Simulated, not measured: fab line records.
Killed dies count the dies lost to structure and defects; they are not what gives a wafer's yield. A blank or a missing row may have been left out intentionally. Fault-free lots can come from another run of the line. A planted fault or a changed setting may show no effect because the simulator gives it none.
Which tool did it? :: flow gf180mcu :: Sampling: 13 lots, 39 wafers, 3 of 602 route steps

## WHAT THE GAUGES SHOWED, per wafer
GF_V5_OVL_MEAS_15. Usual: V5_OVL 1 nm, standard deviation 4.4.
lot: L619
measured: day 27 22:10
on: overlay-02
V5_OVL (nm): 0 -8 -12
flag: 

lot: L620
measured: day 28 07:44
on: overlay-02
V5_OVL (nm): 9 4 4
flag: 

lot: L622
measured: day 28 23:19
on: overlay-02
V5_OVL (nm): 4 5 4
flag: 

lot: L623
measured: day 29 05:19
on: overlay-02
V5_OVL (nm): 5 1 6
flag: 

lot: L625
measured: day 29 19:27
on: overlay-02
V5_OVL (nm): 3 5 8
flag: 

lot: L626
measured: day 29 23:03
on: overlay-02
V5_OVL (nm): 0 2 -6
flag: 

lot: L630
measured: day 31 05:28
on: overlay-02
V5_OVL (nm): 3 2 2
flag: 

lot: L633
measured: day 32 00:55
on: overlay-01
V5_OVL (nm): 7 3 9
flag: 

lot: L634
measured: day 32 04:17
on: overlay-01
V5_OVL (nm): -2 1 0
flag: 

lot: L635
measured: day 32 11:59
on: overlay-02
V5_OVL (nm): 5 1 6
flag: 

lot: L636
measured: day 32 15:47
on: overlay-02
V5_OVL (nm): 1 -4 -1
flag: 

lot: L638
measured: day 33 03:09
on: overlay-01
V5_OVL (nm): 0 3 1
flag: 

lot: L639
measured: day 33 07:11
on: overlay-02
V5_OVL (nm): 4 11 5
flag: 

## WHAT TOOL EACH LOT RAN ON (gives the tool, then ch and the chambers of the sampled wafers, and finally the start)
lot: L619
GF_V1_CVD_23: cvd_w-02 ch 0,1, day 19 00:46
GF_M5_ETCH_09: rie_diel-01 ch 0,3, day 27 00:19

lot: L620
GF_V1_CVD_23: cvd_w-01 ch 0,1, day 19 14:05
GF_M5_ETCH_09: rie_diel-04 ch 0,1,3, day 27 11:08

lot: L622
GF_V1_CVD_23: cvd_w-02 ch 0,1, day 20 08:35
GF_M5_ETCH_09: rie_diel-02 ch 0,1,3, day 28 02:17

lot: L623
GF_V1_CVD_23: cvd_w-02 ch 0, day 20 16:57
GF_M5_ETCH_09: rie_diel-02 ch 0,2, day 28 09:31

lot: L625
GF_V1_CVD_23: cvd_w-02 ch 0,1, day 21 07:57
GF_M5_ETCH_09: rie_diel-04 ch 0,1,2, day 28 23:42

lot: L626
GF_V1_CVD_23: cvd_w-02 ch 0,1, day 21 13:20
GF_M5_ETCH_09: rie_diel-02 ch 0,3, day 29 02:53

lot: L630
GF_V1_CVD_23: cvd_w-01 ch 0,1, day 23 02:59
GF_M5_ETCH_09: rie_diel-02 ch 0,1,3, day 30 10:03

lot: L633
GF_V1_CVD_23: cvd_w-01 ch 0,1, day 24 04:16
GF_M5_ETCH_09: rie_diel-04 ch 1,2,3, day 31 06:08

lot: L634
GF_V1_CVD_23: cvd_w-02 ch 0,1, day 24 09:56
GF_M5_ETCH_09: rie_diel-01 ch 2,3, day 31 10:37

lot: L635
GF_V1_CVD_23: cvd_w-01 ch 0,1, day 24 20:14
GF_M5_ETCH_09: rie_diel-01 ch 1,2,3, day 31 17:32

lot: L636
GF_V1_CVD_23: cvd_w-02 ch 0,1, day 25 00:13
GF_M5_ETCH_09: rie_diel-01 ch 0,3, day 31 21:42

lot: L638
GF_V1_CVD_23: cvd_w-02 ch 0,1, day 25 18:07
GF_M5_ETCH_09: rie_diel-04 ch 0,1,3, day 32 10:28

lot: L639
GF_V1_CVD_23: cvd_w-02 ch 0,1, day 25 22:25
GF_M5_ETCH_09: rie_diel-02 ch 0,2, day 32 14:08
- GF_V1_CVD_23: deposits W, target thk 350 nm, time 105.05 s.
- GF_M5_ETCH_09: etches Si3N4 in CF4/O2, target depth 52 nm, time 11.6 s.

## WHAT THE TOOLS THEMSELVES READ (means of the sampled wafers that have a number; where no wafer has one, the mark that the record gives instead)
GF_V1_CVD_23. Usual: heater_power_outer_w 480 W, standard deviation 63; heater_power_w 798 W, standard deviation 110.
lot: L619
tool: cvd_w-02
heater_power_outer_w (W): 471
heater_power_w (W): 787
flag: 

lot: L620
tool: cvd_w-01
heater_power_outer_w (W): 454
heater_power_w (W): 762
flag: 

lot: L622
tool: cvd_w-02
heater_power_outer_w (W): 481
heater_power_w (W): 793
flag: 

lot: L623
tool: cvd_w-02
heater_power_outer_w (W): 507
heater_power_w (W): 805
flag: 

lot: L625
tool: cvd_w-02
heater_power_outer_w (W): 465
heater_power_w (W): 785
flag: 

lot: L626
tool: cvd_w-02
heater_power_outer_w (W): 483
heater_power_w (W): 790
flag: 

lot: L630
tool: cvd_w-01
heater_power_outer_w (W): 461
heater_power_w (W): 761
flag: 

lot: L633
tool: cvd_w-01
heater_power_outer_w (W): 453
heater_power_w (W): 764
flag: 

lot: L634
tool: cvd_w-02
heater_power_outer_w (W): 484
heater_power_w (W): 800
flag: 

lot: L635
tool: cvd_w-01
heater_power_outer_w (W): 464
heater_power_w (W): 768
flag: 

lot: L636
tool: cvd_w-02
heater_power_outer_w (W): 490
heater_power_w (W): 803
flag: 

lot: L638
tool: cvd_w-02
heater_power_outer_w (W): 467
heater_power_w (W): 781
flag: 

lot: L639
tool: cvd_w-02
heater_power_outer_w (W): 480
heater_power_w (W): 802
flag: 

GF_M5_ETCH_09. Usual: bias_w 150.0 W, standard deviation 0.48; drypump_motor_current_A 5.9 A, standard deviation 0.37; oes_product_au 1.003 a.u., standard deviation 0.0076; throttle_valve_pct 5.970 %, standard deviation 0.0093.
lot: L619
tool: rie_diel-01
bias_w (W): 150.4
drypump_motor_current_A (A): 6.3
oes_product_au (a.u.): 1.001
throttle_valve_pct (%): 5.961
flag: 

lot: L620
tool: rie_diel-04
bias_w (W): 150.4
drypump_motor_current_A (A): 5.5
oes_product_au (a.u.): 1.011
throttle_valve_pct (%): 5.971
flag: 

lot: L622
tool: rie_diel-02
bias_w (W): 149.8
drypump_motor_current_A (A): 5.9
oes_product_au (a.u.): 0.998
throttle_valve_pct (%): 5.977
flag: 

lot: L623
tool: rie_diel-02
bias_w (W): 149.8
drypump_motor_current_A (A): 6.1
oes_product_au (a.u.): 1.003
throttle_valve_pct (%): 5.961
flag: 

lot: L625
tool: rie_diel-04
bias_w (W): 149.9
drypump_motor_current_A (A): 5.8
oes_product_au (a.u.): 1.001
throttle_valve_pct (%): 5.976
flag: 

lot: L626
tool: rie_diel-02
bias_w (W): 149.8
drypump_motor_current_A (A): 5.8
oes_product_au (a.u.): 1.002
throttle_valve_pct (%): 5.977
flag: 

lot: L630
tool: rie_diel-02
bias_w (W): 150.5
drypump_motor_current_A (A): 5.8
oes_product_au (a.u.): 1.002
throttle_valve_pct (%): 5.970
flag: 

lot: L633
tool: rie_diel-04
bias_w (W): 150.3
drypump_motor_current_A (A): 5.6
oes_product_au (a.u.): 1.001
throttle_valve_pct (%): 5.971
flag: 

lot: L634
tool: rie_diel-01
bias_w (W): 150.6
drypump_motor_current_A (A): 6.2
oes_product_au (a.u.): 1.002
throttle_valve_pct (%): 5.971
flag: 

lot: L635
tool: rie_diel-01
bias_w (W): 150.3
drypump_motor_current_A (A): 5.9
oes_product_au (a.u.): 1.004
throttle_valve_pct (%): 5.971
flag: 

lot: L636
tool: rie_diel-01
bias_w (W): 149.8
drypump_motor_current_A (A): 6.4
oes_product_au (a.u.): 1.013
throttle_valve_pct (%): 5.980
flag: 

lot: L638
tool: rie_diel-04
bias_w (W): 150.0
drypump_motor_current_A (A): 5.5
oes_product_au (a.u.): 0.997
throttle_valve_pct (%): 5.967
flag: 

lot: L639
tool: rie_diel-02
bias_w (W): 150.2
drypump_motor_current_A (A): 6.2
oes_product_au (a.u.): 1.005
throttle_valve_pct (%): 5.972
flag: 

## THE ANSWER, worked out from the rows above alone
Rule: a lot counts as off when the mean over its wafers that have a number is more than 3 standard deviations away from the usual mean. A lot without any number at a reading at which 4 lots or more have one is off too. All remaining lots with rows at the step are treated as sound. The gauges are gone through in route order, then the tools' own readings, and for those a lot's mean is taken as printed above. The first step at which some lot is off is used, and at that step the reading that is off furthest; a lot without a number counts as furthest.
Nothing can be told from this: no lot is off at any reading shown.

## WHAT HAD BEEN PUT IN BY THE SIMULATOR
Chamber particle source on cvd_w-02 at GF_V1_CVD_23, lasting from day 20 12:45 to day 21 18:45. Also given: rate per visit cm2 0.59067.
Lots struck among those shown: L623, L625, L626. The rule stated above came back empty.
